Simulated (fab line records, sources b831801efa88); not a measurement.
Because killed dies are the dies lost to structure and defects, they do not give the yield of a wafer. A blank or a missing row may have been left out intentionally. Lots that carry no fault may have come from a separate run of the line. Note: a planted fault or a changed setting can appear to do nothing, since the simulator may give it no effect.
Matching of chambers / flow sky130 / SKY_FIELD_ISO_ETCH_17 on rieSi-02 has 4 sister chambers
The step etches Si in HBr/Cl2/O2, target depth 342 nm, time 97.7 s. 16 wafers are shown with their chamber, then 8 later ones without.

== WAFERS WITH THEIR CHAMBER ==
wafer=L401.2; chamber=2; drypumpMotorCurrentA (A)=5.61; oesProductAu (a.u.)=1.014; throttleValvePct (%)=25.656
wafer=L401.3; chamber=0; drypumpMotorCurrentA (A)=6.20; oesProductAu (a.u.)=1.013; throttleValvePct (%)=25.639
wafer=L401.6; chamber=3; drypumpMotorCurrentA (A)=6.18; oesProductAu (a.u.)=1.007; throttleValvePct (%)=25.658
wafer=L403.3; chamber=2; drypumpMotorCurrentA (A)=5.62; oesProductAu (a.u.)=1.014; throttleValvePct (%)=25.651
wafer=L403.4; chamber=3; drypumpMotorCurrentA (A)=6.17; oesProductAu (a.u.)=0.996; throttleValvePct (%)=25.662
wafer=L403.5; chamber=0; drypumpMotorCurrentA (A)=6.20; oesProductAu (a.u.)=0.996; throttleValvePct (%)=25.659
wafer=L405.2; chamber=0; drypumpMotorCurrentA (A)=6.18; oesProductAu (a.u.)=1.011; throttleValvePct (%)=25.660
wafer=L405.3; chamber=1; drypumpMotorCurrentA (A)=5.77; oesProductAu (a.u.)=1.013; throttleValvePct (%)=25.642
wafer=L405.6; chamber=2; drypumpMotorCurrentA (A)=5.61; oesProductAu (a.u.)=1.019; throttleValvePct (%)=25.632
wafer=L406.2; chamber=2; drypumpMotorCurrentA (A)=5.60; oesProductAu (a.u.)=1.027; throttleValvePct (%)=25.640
wafer=L406.5; chamber=2; drypumpMotorCurrentA (A)=5.61; oesProductAu (a.u.)=1.017; throttleValvePct (%)=25.635
wafer=L406.6; chamber=1; drypumpMotorCurrentA (A)=5.74; oesProductAu (a.u.)=1.002; throttleValvePct (%)=25.652
wafer=L407.1; chamber=3; drypumpMotorCurrentA (A)=6.15; oesProductAu (a.u.)=0.995; throttleValvePct (%)=25.656
wafer=L407.2; chamber=2; drypumpMotorCurrentA (A)=5.64; oesProductAu (a.u.)=1.016; throttleValvePct (%)=25.655
wafer=L407.3; chamber=0; drypumpMotorCurrentA (A)=6.20; oesProductAu (a.u.)=0.997; throttleValvePct (%)=25.644
wafer=L408.3; chamber=2; drypumpMotorCurrentA (A)=5.62; oesProductAu (a.u.)=1.014; throttleValvePct (%)=25.664

SIGNATURES (means of the wafers above)
reading=drypumpMotorCurrentA; chamber 0=6.1950; chamber 1=5.7550; chamber 2=5.6157; chamber 3=6.1667; scatter within a chamber=0.0135
reading=oesProductAu; chamber 0=1.00425; chamber 1=1.00750; chamber 2=1.01729; chamber 3=0.99933; scatter within a chamber=0.0066
reading=throttleValvePct; chamber 0=25.65050; chamber 1=25.64700; chamber 2=25.64757; chamber 3=25.65867; scatter within a chamber=0.0103
Rule: a wafer's distance from a chamber is the root of the sum, over the readings, of the square of ((its reading less the chamber's mean) divided by the reading's scatter). The wafer belongs to the nearest chamber; if the next one is less than 2 further off, it can't be placed. How the scatter is found: for the shown wafers, subtract from each reading the mean of its chamber, square and add these, divide the total by (wafers less chambers), then take the root.

== WAFERS WITHOUT THEIR CHAMBER ==
wafer=L408.5; drypumpMotorCurrentA (A)=5.73; oesProductAu (a.u.)=0.999; throttleValvePct (%)=25.648
wafer=L408.6; drypumpMotorCurrentA (A)=6.20; oesProductAu (a.u.)=0.999; throttleValvePct (%)=25.660
wafer=L417.1; drypumpMotorCurrentA (A)=5.72; oesProductAu (a.u.)=1.005; throttleValvePct (%)=25.670
wafer=L417.2; drypumpMotorCurrentA (A)=6.17; oesProductAu (a.u.)=1.000; throttleValvePct (%)=25.669
wafer=L417.6; drypumpMotorCurrentA (A)=5.62; oesProductAu (a.u.)=1.011; throttleValvePct (%)=25.648
wafer=L418.2; drypumpMotorCurrentA (A)=6.19; oesProductAu (a.u.)=0.999; throttleValvePct (%)=25.647
wafer=L418.4; drypumpMotorCurrentA (A)=6.22; oesProductAu (a.u.)=1.000; throttleValvePct (%)=25.662
wafer=L418.6; drypumpMotorCurrentA (A)=6.18; oesProductAu (a.u.)=1.003; throttleValvePct (%)=25.649

== THE CHAMBER EACH PASSED THROUGH ==
wafer=L408.5; from the rows above=1; in truth=1
wafer=L408.6; from the rows above=can't be placed: 0 or 3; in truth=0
wafer=L417.1; from the rows above=1; in truth=1
wafer=L417.2; from the rows above=can't be placed: 3 or 0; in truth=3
wafer=L417.6; from the rows above=2; in truth=2
wafer=L418.2; from the rows above=can't be placed: 0 or 3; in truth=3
wafer=L418.4; from the rows above=can't be placed: 0 or 3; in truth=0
wafer=L418.6; from the rows above=can't be placed: 0 or 3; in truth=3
3 of 8 placed correctly. Cannot be placed on the basis of these rows: 5; the candidates contain the true chamber in 5. Wrongly placed: 0.
